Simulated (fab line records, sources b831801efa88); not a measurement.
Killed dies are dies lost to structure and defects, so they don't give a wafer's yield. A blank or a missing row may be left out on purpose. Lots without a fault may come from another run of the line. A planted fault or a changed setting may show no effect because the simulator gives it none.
A struck lot beside a sound one | flow sky130 | 26 steps out of a route of 708
Sound: wafers L582.3, L582.5, L582.6. Struck: wafers L573.1, L573.2, L573.4. The cause comes at the end.
At each step with rows: each side's tool, then ch and its chambers, then its first start. Under that, the readings that differ: sound wafers | struck wafers | difference of the means | sigmas: that difference in standard deviations of wafers without a fault.
alike: readings whose means differ by less than 2 such deviations, and words and numbers that are the same on both sides. not compared: withheld readings, readings that some wafer has no value for, bounds like >300 that may hide the same value, and numbers for which the record gives no deviation and whose values overlap.
The two part at a step that has a row with sigmas, a row that says differs or no value, or rows on one side only. Numbers that don't overlap but have no deviation are shown without sigmas and don't part them. A reading that every wafer of one side lacks parts them only if that side has two wafers or more.

first, 1 step without rows for these wafers: SKY_VT_ADJUST_HVTP_IMPLANT_09.
SKY_VT_ADJUST_HVTP_STRIP_10: strips in O2/N2.
  sound on plasma_asher-03 ch 0,1, day 10 02:40; struck on plasma_asher-01 ch 0,1, day 7 19:08
  alike: chamber_pressure_mTorr, drypump_motor_current_A, oes_product_au, strip_time_to_endpoint_s
  not compared: rf_hours_counter_h
SKY_VT_ADJUST_HVTP_TW_MEAS_11:
  sound on film_metro-03, day 10 02:46; struck on film_metro-02, day 7 19:14
  alike: VT_ADJUST_HVTP_TW
then, 7 steps without rows for these wafers: SKY_VT_ADJUST_LVTN_DEHYDRATE_00 (time 60 s); SKY_VT_ADJUST_LVTN_HMDS_01 (prime time 60 s); SKY_VT_ADJUST_LVTN_COAT_02 (resist thk 3000 nm); SKY_VT_ADJUST_LVTN_SOFTBAKE_03; SKY_VT_ADJUST_LVTN_EXPOSE_04 (exposes mask NWM COMPLEMENT LESS NATIVE, target cd 840 nm); SKY_VT_ADJUST_LVTN_PEB_05; SKY_VT_ADJUST_LVTN_DEVELOP_06 (develop time 60 s).
SKY_VT_ADJUST_LVTN_OVL_MEAS_07:
  sound on overlay-02, day 11 01:22; struck on overlay-01, day 8 15:32
  alike: VT_ADJUST_LVTN_OVL
then, 1 step without rows for these wafers: SKY_VT_ADJUST_LVTN_IMPLANT_08.
SKY_VT_ADJUST_LVTN_STRIP_09: strips in O2/N2.
  sound on plasma_asher-04 ch 0,1, day 11 01:35; struck on plasma_asher-02 ch 0,1, day 8 15:43
  no value came back on the struck wafers for any of 5 readings (chamber_pressure_mTorr (mTorr), drypump_motor_current_A (A) and others); on the sound wafers chamber_pressure_mTorr (mTorr) reads 1499.7 1501.5 1501.5
  reading                                          | sound | struck         | difference | sigmas
  model.coat_of_VT_ADJUST_LVTN_COAT_02.thk_nm (nm) | 0 0 0 | 3011 3004 3007 | +3007      |
  not compared: rf_hours_counter_h
SKY_VT_ADJUST_LVTN_TW_MEAS_10:
  sound on film_metro-03, day 11 01:40; struck on film_metro-01, day 8 15:49
  alike: VT_ADJUST_LVTN_TW
then, 7 steps without rows for these wafers: SKY_VT_ADJUST_LVTN_DEHYDRATE_11 (time 60 s); SKY_VT_ADJUST_LVTN_HMDS_12 (prime time 60 s); SKY_VT_ADJUST_LVTN_COAT_13 (resist thk 1140 nm); SKY_VT_ADJUST_LVTN_SOFTBAKE_14 (time 60 s); SKY_VT_ADJUST_LVTN_EXPOSE_15 (exposes mask HVN STD DERIVED, target cd 600 nm); SKY_VT_ADJUST_LVTN_PEB_16; SKY_VT_ADJUST_LVTN_DEVELOP_17 (develop time 60 s).
SKY_VT_ADJUST_LVTN_OVL_MEAS_18:
  sound on overlay-02, day 12 02:23; struck on overlay-01, day 9 13:22
  alike: VT_ADJUST_LVTN_01_OVL
then, 1 step without rows for these wafers: SKY_VT_ADJUST_LVTN_IMPLANT_19.
SKY_VT_ADJUST_LVTN_STRIP_20: strips in O2/N2.
  sound on plasma_asher-02 ch 0,1, day 12 02:36; struck on plasma_asher-02 ch 0,1, day 9 13:33
  reading                      | sound             | struck            | difference | sigmas
  oes_product_au (a.u.)        | 0.709 0.718 0.712 | 0.740 0.722 0.724 | +0.016     | +3
  strip_time_to_endpoint_s (s) | 14.25 14.22 14.26 | 58.93 58.75 58.83 | +44.59     | +99 or more
  alike: chamber_pressure_mTorr, drypump_motor_current_A
  not compared: rf_hours_counter_h
SKY_VT_ADJUST_LVTN_TW_MEAS_21:
  sound on film_metro-04, day 12 02:41; struck on film_metro-04, day 9 13:39
  reading             | sound             | struck         | difference | sigmas
  VT_ADJUST_LVTN_2_TW | 190.1 189.8 190.1 | 30.2 30.4 30.4 | -159.7     | -76
then, 1 step without rows for these wafers: SKY_VT_ADJUST_NCORE_DEHYDRATE_00 (time 60 s).

WHERE THEY PART
First at SKY_VT_ADJUST_LVTN_STRIP_09; last, within this record, at SKY_VT_ADJUST_LVTN_TW_MEAS_21.

WHY: what the simulator had put in
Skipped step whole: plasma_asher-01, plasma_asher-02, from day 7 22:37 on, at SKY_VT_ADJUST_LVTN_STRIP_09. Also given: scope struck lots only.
